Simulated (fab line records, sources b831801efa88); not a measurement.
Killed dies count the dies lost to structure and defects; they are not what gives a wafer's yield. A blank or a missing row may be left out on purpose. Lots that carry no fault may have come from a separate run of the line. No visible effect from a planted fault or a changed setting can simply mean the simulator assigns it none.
fab line records ; flow sky130
record lots=6; wafers=18; last_day=50
route steps=708 shown LDD_N@240 PAD_OPEN@708
lots that met no fault: taken from a fault-free run of the same line
start_h: hours from the record's first day to the start of the lot's first wafer shown ; wait_h: how many hours have passed since the lot's step before this one ; " repeats the value in the row above ; L1.1+2: a single row standing in for several wafers ; - no value, or no start was given ; * or withheld: withheld ; < > ~ a bound
route shown NAME@n: a module of which the file shows steps, and the number in the route of the first ; usual: mean/standard deviation of fault-free wafers ; same: alike in all rows ; chamber/n: place in a boat ; sites: the reading at each site ; _std_site: their standard deviation ; _edge_site: mean of outer sites minus mean of inner sites ; radius_mm: how far each site lies from the wafer's centre ; mask NAME#n: copy n ; behind: tool/chamber where the wafer was last shaped ; hold: what put the lot on hold/how long, in hours/how the hold closed ; device: transistor that didn't switch, given as n, p or np ; end of line: the route-end tests of the same wafers ; a step with no rows: only its recipe ; killed: at the first sort, the dies lost to defects and structure; wafer yield is something else ; map: a wafer's dies, marking killed ones x, the rest . and places with no die _
set.NAME: setting as actually run; set.NAME@STEP: the setting as run at that earlier step ; model.NAME: the simulator's own value behind a step, which no gauge read
lots at selected steps of the route; one table per step, one row per wafer
services: when a tool's chamber went out of use (start_h, in hours from the record's first day, below 0 if earlier), for how many hours, and the reason
## steps
# step SKY_LDD_N_SOFTBAKE_03
# recipe temp_c=90; time_s=60; resist=NOVOLAK
# step SKY_LDD_N_EXPOSE_04
# recipe mask_id=NTM; target_cd_nm=840; na=0.6; source_shape=conventional; sigma_outer=0.6; dose_mj=110
# step SKY_LDD_N_PEB_05
# recipe temp_c=withheld; time_s=*; resist=NOVOLAK
# step SKY_LDD_N_DEVELOP_06
# recipe develop_time_s=60; dev_temp_c=23
# step SKY_LDD_N_OVL_MEAS_07
# usual LDD_N_OVL=-0.1/1.2
lot.wafer;tool;chamber;start_h;wait_h;LDD_N_OVL[nm]
L109.1;overlay-02;-;451.98;0.1;2.5
L109.2;overlay-02;-;451.98;0.1;1.3
L109.6;overlay-02;-;451.98;0.1;0.0
L110.3;overlay-02;-;464.73;0.1;-0.8
L110.4;overlay-02;-;464.73;0.1;-0.1
L110.5;overlay-02;-;464.73;0.1;-1.4
L112.1;overlay-01;-;480.00;0.1;0.3
L112.4;overlay-01;-;480.00;0.1;0.8
L112.5;overlay-01;-;480.00;0.1;-0.2
L113.2;overlay-01;-;482.96;0.1;1.2
L113.4;overlay-01;-;482.96;0.1;-0.6
L113.5;overlay-01;-;482.96;0.1;-0.5
L119.2;overlay-02;-;554.83;0.1;0.7
L119.3;overlay-02;-;554.83;0.1;1.1
L119.4;overlay-02;-;554.83;0.1;1.1
L126.2;overlay-01;-;607.47;0.1;0.3
L126.4;overlay-01;-;607.47;0.1;0.1
L126.6;overlay-01;-;607.47;0.1;0.1
# step SKY_LDD_N_IMPLANT_08
# recipe species=As; energy_kev=20; dose_cm2=7.5e+13; tilt_deg=withheld; rotation_deg=23
# step SKY_LDD_N_IMPLANT_09
# recipe species=As; energy_kev=20; dose_cm2=7.5e+13; tilt_deg=withheld; rotation_deg=113
# step SKY_LDD_N_IMPLANT_10
# recipe species=As; energy_kev=20; dose_cm2=7.5e+13; tilt_deg=withheld; rotation_deg=203
# step SKY_LDD_N_IMPLANT_11
# recipe species=As; energy_kev=20.32; dose_cm2=7.5e+13; tilt_deg=withheld; rotation_deg=293
# step SKY_LDD_N_IMPLANT_12
# recipe species=BF2; energy_kev=50; dose_cm2=5e+12; tilt_deg=30; rotation_deg=0
# step SKY_LDD_N_IMPLANT_13
# recipe species=BF2; energy_kev=50; dose_cm2=5e+12; tilt_deg=30; rotation_deg=90
# step SKY_LDD_N_IMPLANT_14
# recipe species=BF2; energy_kev=50; dose_cm2=5e+12; tilt_deg=30; rotation_deg=180
# step SKY_LDD_N_IMPLANT_15
# recipe species=BF2; energy_kev=50; dose_cm2=5e+12; tilt_deg=30; rotation_deg=270
# usual beam_on_s=10.02/0.2; dose_ions_cm2=5e+12/4.9e+09; faraday_current_uA=28.1/0.56
lot.wafer;tool;chamber;start_h;wait_h;beam_on_s;dose_ions_cm2;faraday_current_uA
L109.1;implanter-03;0;453.06;0.1;10.17;4.991e+12;27.7
L109.2;implanter-03;0;453.06;0.1;10.21;4.998e+12;27.6
L109.6;implanter-03;0;453.06;0.1;10.02;5.002e+12;28.3
L110.3;implanter-03;0;465.85;0.1;10.01;5.21e+12;29.3
L110.4;implanter-03;0;465.85;0.1;9.97;5.211e+12;29.5
L110.5;implanter-03;0;465.85;0.1;10.09;5.212e+12;29.1
L112.1;implanter-01;0;481.09;0.1;9.88;4.997e+12;28.6
L112.4;implanter-01;0;481.09;0.1;9.88;4.992e+12;28.6
L112.5;implanter-01;0;481.09;0.1;10.22;5.005e+12;27.6
L113.2;implanter-03;0;484.06;0.1;10.27;5.213e+12;28.6
L113.4;implanter-03;0;484.06;0.1;9.87;5.22e+12;29.8
L113.5;implanter-03;0;484.06;0.1;9.90;5.218e+12;29.6
L119.2;implanter-03;0;555.94;0.1;9.92;5.004e+12;28.3
L119.3;implanter-03;0;555.94;0.1;9.81;5.001e+12;28.7
L119.4;implanter-03;0;555.94;0.1;10.26;5.006e+12;27.4
L126.2;implanter-02;0;608.58;0.1;10.06;5e+12;28.1
L126.4;implanter-02;0;608.58;0.1;9.91;5.001e+12;28.4
L126.6;implanter-02;0;608.58;0.1;9.96;5.001e+12;28.2
# step SKY_LDD_N_STRIP_16
# recipe chemistry=O2/N2; power_w=1400; pressure_mtorr=1500; platen_temp_c=withheld; o2_flow_sccm=3000; n2_flow_sccm=300; overash_fraction=0.5
# usual chamber_pressure_mTorr=1500.0/1.3; drypump_motor_current_A=5.9/0.5; oes_product_au=0.406/0.0043; strip_time_to_endpoint_s=4.309/0.012
lot.wafer;tool;chamber;start_h;wait_h;chamber_pressure_mTorr;drypump_motor_current_A;oes_product_au;rf_hours_counter_h;strip_time_to_endpoint_s
L109.1;plasma_asher-04;0;453.21;0.1;1501.2;6.2;0.411;3;4.296
L109.2;plasma_asher-04;1;453.21;0.1;1500.9;5.2;0.406;3;4.307
L109.6;plasma_asher-04;0;453.21;0.1;1503.8;6.2;0.401;-;4.293
L110.3;plasma_asher-01;0;465.99;0.1;1499.6;5.5;0.404;-;4.285
L110.4;plasma_asher-01;1;465.99;0.1;1501.8;6.4;0.402;-;4.309
L110.5;plasma_asher-01;0;465.99;0.1;1499.4;5.5;0.405;-;4.296
L112.1;plasma_asher-04;1;481.24;0.1;1500.7;5.2;0.398;6;4.324
L112.4;plasma_asher-04;0;481.24;0.1;1498.9;6.1;0.403;-;4.300
L112.5;plasma_asher-04;1;481.24;0.1;1500.5;5.1;0.413;-;4.306
L113.2;plasma_asher-01;1;484.19;0.1;1498.1;6.4;0.410;38;4.296
L113.4;plasma_asher-01;0;484.19;0.1;1497.9;5.5;0.402;-;4.320
L113.5;plasma_asher-01;0;484.19;0.1;1497.6;5.5;0.402;-;4.319
L119.2;plasma_asher-01;1;556.06;0.1;1499.6;6.4;0.409;46;4.290
L119.3;plasma_asher-01;1;556.06;0.1;1498.3;6.4;0.405;-;4.308
L119.4;plasma_asher-01;0;556.06;0.1;1498.5;5.5;0.408;-;4.304
L126.2;plasma_asher-03;0;608.70;0.1;1498.4;5.5;0.402;70;4.314
L126.4;plasma_asher-03;1;608.70;0.1;1499.6;6.5;0.407;-;4.311
L126.6;plasma_asher-03;0;608.70;0.1;1504.3;5.5;0.401;-;4.335
# step SKY_PAD_OPEN_PROBE_99
# usual killed_at_M0_to_M3=43/5.9; killed_at_M4_up=3.3/1.9; killed_at_contacts=24/5.6; killed_at_front_end=15/4.1; killed_at_other=0.4/0.66; killed_dies=86/9; killed_open=47/6.9; killed_short=39/6.2
# same gross_dies=492; killed_at_back_side=0
lot.wafer;tool;chamber;start_h;wait_h;killed_at_M0_to_M3;killed_at_M4_up;killed_at_contacts;killed_at_front_end;killed_at_other;killed_dies;killed_open;killed_short
L109.1;prober-01;-;1105.80;0.1;39;0;25;15;0;79;50;28
L109.2;prober-01;-;1105.85;0.1;45;2;21;10;0;78;38;39
L109.6;prober-01;-;1106.05;0.2;45;2;27;16;0;90;52;36
L110.3;prober-02;-;1107.67;0.2;40;6;22;13;0;81;43;38
L110.4;prober-02;-;1107.72;0.2;48;1;16;13;0;78;42;36
L110.5;prober-02;-;1107.77;0.2;39;2;32;17;0;90;51;38
L112.1;prober-02;-;1123.31;0.1;33;5;26;22;0;86;45;41
L112.4;prober-02;-;1123.46;0.2;42;6;24;19;0;91;53;38
L112.5;prober-02;-;1123.51;0.2;43;4;23;21;0;91;44;47
L113.2;prober-01;-;1126.09;0.1;46;2;27;13;1;89;44;44
L113.4;prober-01;-;1126.19;0.2;41;3;32;11;0;87;48;39
L113.5;prober-01;-;1126.24;0.2;48;3;19;14;1;85;44;41
L119.2;prober-01;-;1167.92;0.1;46;6;25;15;0;92;48;44
L119.3;prober-01;-;1167.97;0.2;47;0;32;20;0;99;56;43
L119.4;prober-01;-;1168.02;0.2;37;8;32;13;0;90;46;44
L126.2;prober-01;-;1200.40;0.1;35;3;19;11;0;68;40;28
L126.4;prober-01;-;1200.50;0.2;41;2;22;13;0;78;46;32
L126.6;prober-01;-;1200.60;0.2;40;1;24;15;0;80;41;39
# killed by level:class
L109.1 CONTACT:geometric_particle:open=12 VIA1:geometric_particle:open=10 CONTACT:geometric_particle:short=7 VIA2:geometric_particle:open=6 VIA3:geometric_particle:open=6 SPACER:geometric_particle:open=5 METAL1:geometric_particle:short=4 VIA2:geometric_particle:short=4
L109.2 METAL1:geometric_particle:short=9 CONTACT:geometric_particle:open=9 METAL2:geometric_particle:short=7 VIA2:geometric_particle:open=6 VIA1:geometric_particle:short=5 VIA1:geometric_particle:open=5 CONTACT:geometric_particle:short=4 METAL3:geometric_particle:short=4
L109.6 CONTACT:geometric_particle:open=13 VIA1:geometric_particle:open=12 METAL2:geometric_particle:short=8 LI_CONTACT:geometric_particle:open=6 CONTACT:geometric_particle:short=5 VIA2:geometric_particle:open=5 VIA3:geometric_particle:open=5 POLY_GATE:geometric_particle:short=4
L110.3 LI_CONTACT:geometric_particle:open=7 VIA3:geometric_particle:open=7 VIA1:geometric_particle:open=7 VIA1:geometric_particle:short=7 CONTACT:geometric_particle:short=6 CONTACT:geometric_particle:open=5 VIA2:geometric_particle:open=5 VIA3:geometric_particle:short=5
L110.4 METAL2:geometric_particle:short=10 VIA1:geometric_particle:open=8 VIA3:geometric_particle:open=8 CONTACT:geometric_particle:open=7 METAL3:geometric_particle:short=5 VIA2:geometric_particle:open=4 LI_CONTACT:geometric_particle:open=4 FIELD_ISO:geometric_particle:short=3
L110.5 CONTACT:geometric_particle:open=14 VIA2:geometric_particle:open=8 LI_CONTACT:geometric_particle:open=7 VIA1:geometric_particle:open=6 FIELD_ISO:geometric_particle:open=5 VIA3:geometric_particle:open=5 CONTACT:geometric_particle:short=5 METAL2:geometric_particle:short=5
L112.1 CONTACT:geometric_particle:open=12 POLY_GATE:geometric_particle:open=7 POLY_GATE:geometric_particle:short=5 METAL1:geometric_particle:short=5 VIA1:geometric_particle:open=5 VIA1:geometric_particle:short=5 VIA3:geometric_particle:open=5 FIELD_ISO:geometric_particle:short=4
L112.4 VIA1:geometric_particle:open=10 VIA2:geometric_particle:open=8 LI_CONTACT:geometric_particle:open=8 FIELD_ISO:geometric_particle:short=7 POLY_GATE:geometric_particle:open=7 CONTACT:geometric_particle:open=7 LOCAL_INTERCONNECT:geometric_particle:short=5 VIA3:geometric_particle:open=5
L112.5 VIA1:geometric_particle:open=11 FIELD_ISO:geometric_particle:short=10 CONTACT:geometric_particle:open=10 VIA3:geometric_particle:open=7 VIA2:geometric_particle:open=6 CONTACT:geometric_particle:short=6 METAL2:geometric_particle:short=5 VIA1:geometric_particle:short=5
L113.2 LI_CONTACT:geometric_particle:open=8 CONTACT:geometric_particle:short=8 CONTACT:geometric_particle:open=8 METAL2:geometric_particle:short=8 VIA1:geometric_particle:open=7 METAL1:geometric_particle:short=7 FIELD_ISO:geometric_particle:open=4 VIA3:geometric_particle:open=4
L113.4 CONTACT:geometric_particle:open=14 CONTACT:geometric_particle:short=9 VIA2:geometric_particle:open=8 VIA1:geometric_particle:open=8 METAL2:geometric_particle:short=5 POLY_GATE:geometric_particle:short=4 LI_CONTACT:geometric_particle:open=4 METAL3:geometric_particle:short=4
L113.5 VIA1:geometric_particle:open=12 METAL2:geometric_particle:short=8 CONTACT:geometric_particle:open=7 METAL1:geometric_particle:short=6 CONTACT:geometric_particle:short=6 VIA2:geometric_particle:open=6 METAL2:geometric_particle:open=5 LOCAL_INTERCONNECT:geometric_particle:short=4
L119.2 VIA1:geometric_particle:open=11 CONTACT:geometric_particle:open=9 VIA3:geometric_particle:open=7 LI_CONTACT:geometric_particle:open=6 POLY_GATE:geometric_particle:short=6 METAL4:geometric_particle:short=6 LOCAL_INTERCONNECT:geometric_particle:short=5 METAL1:geometric_particle:short=5
L119.3 CONTACT:geometric_particle:open=10 VIA1:geometric_particle:open=9 LI_CONTACT:geometric_particle:open=9 VIA1:geometric_particle:short=8 VIA2:geometric_particle:open=8 METAL1:geometric_particle:short=6 POLY_GATE:geometric_particle:short=5 POLY_GATE:geometric_particle:open=5
L119.4 CONTACT:geometric_particle:open=14 LI_CONTACT:geometric_particle:open=8 METAL2:geometric_particle:short=7 VIA1:geometric_particle:open=7 POLY_GATE:geometric_particle:short=6 METAL4:geometric_particle:short=6 CONTACT:geometric_particle:short=5 VIA3:geometric_particle:open=5
L126.2 VIA1:geometric_particle:open=12 CONTACT:geometric_particle:open=9 LI_CONTACT:geometric_particle:open=6 FIELD_ISO:geometric_particle:short=5 VIA3:geometric_particle:open=4 FIELD_ISO:geometric_particle:open=3 METAL3:geometric_particle:short=3 VIA2:geometric_particle:short=3
L126.4 CONTACT:geometric_particle:open=13 VIA1:geometric_particle:open=7 VIA1:geometric_particle:short=5 LI_CONTACT:geometric_particle:open=5 VIA2:geometric_particle:open=5 VIA2:geometric_particle:short=5 VIA3:geometric_particle:open=5 POLY_GATE:geometric_particle:open=4
L126.6 VIA3:geometric_particle:open=8 POLY_GATE:geometric_particle:short=7 LI_CONTACT:geometric_particle:open=7 VIA1:geometric_particle:open=7 VIA2:geometric_particle:open=7 LOCAL_INTERCONNECT:geometric_particle:short=5 CONTACT:geometric_particle:open=5 LI_CONTACT:geometric_particle:short=4
## services
tool;chamber;start_h;hours;kind
plasma_asher-04;0;430.25;-;clean
plasma_asher-04;1;430.25;-;clean
plasma_asher-03;-;444.06;14.6;pm
implanter-02;-;450.67;6.6;pm
implanter-02;-;458.69;12.0;repair
plasma_asher-03;-;480.51;2.8;pm
plasma_asher-04;-;500.80;1.5;repair
implanter-01;-;513.39;2.7;repair
implanter-02;-;523.92;6.8;repair
plasma_asher-04;-;543.02;10.0;pm
implanter-02;-;560.87;6.7;repair
plasma_asher-03;-;569.85;1.9;repair
implanter-01;-;583.79;2.1;repair
implanter-03;-;589.15;3.6;pm
## key
first_sign step=SKY_LDD_N_IMPLANT_15; reading=dose_ions_cm2; direction=up; sigmas=44; usual=*; struck=*
effect step=SKY_LDD_N_IMPLANT_15; reading=faraday_current_uA; direction=up; sigmas=2.1; usual=28.1; struck=29.3
met_at SKY_LDD_N_IMPLANT_15
struck_wafers L110.3,L110.4,L110.5,L113.2,L113.4,L113.5
tester_left_out L110,L113
onset_between 453.06 465.85
fault kind=process_parameter_drift; tool=implanter-03; chamber=-; onset_h=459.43; steps=SKY_LDD_N_IMPLANT_15; channel=dose_cm2; offset=*; shape=step; end_h=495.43; acts_in=*; stated=*
# tester_left_out: of these lots the tester's yield and bins aren't shown, on N5 and GAA mostly nor the transistor test; their killed dies are dies lost to structure and defects alone, not to doping, threshold or leakage, so they don't give the yield
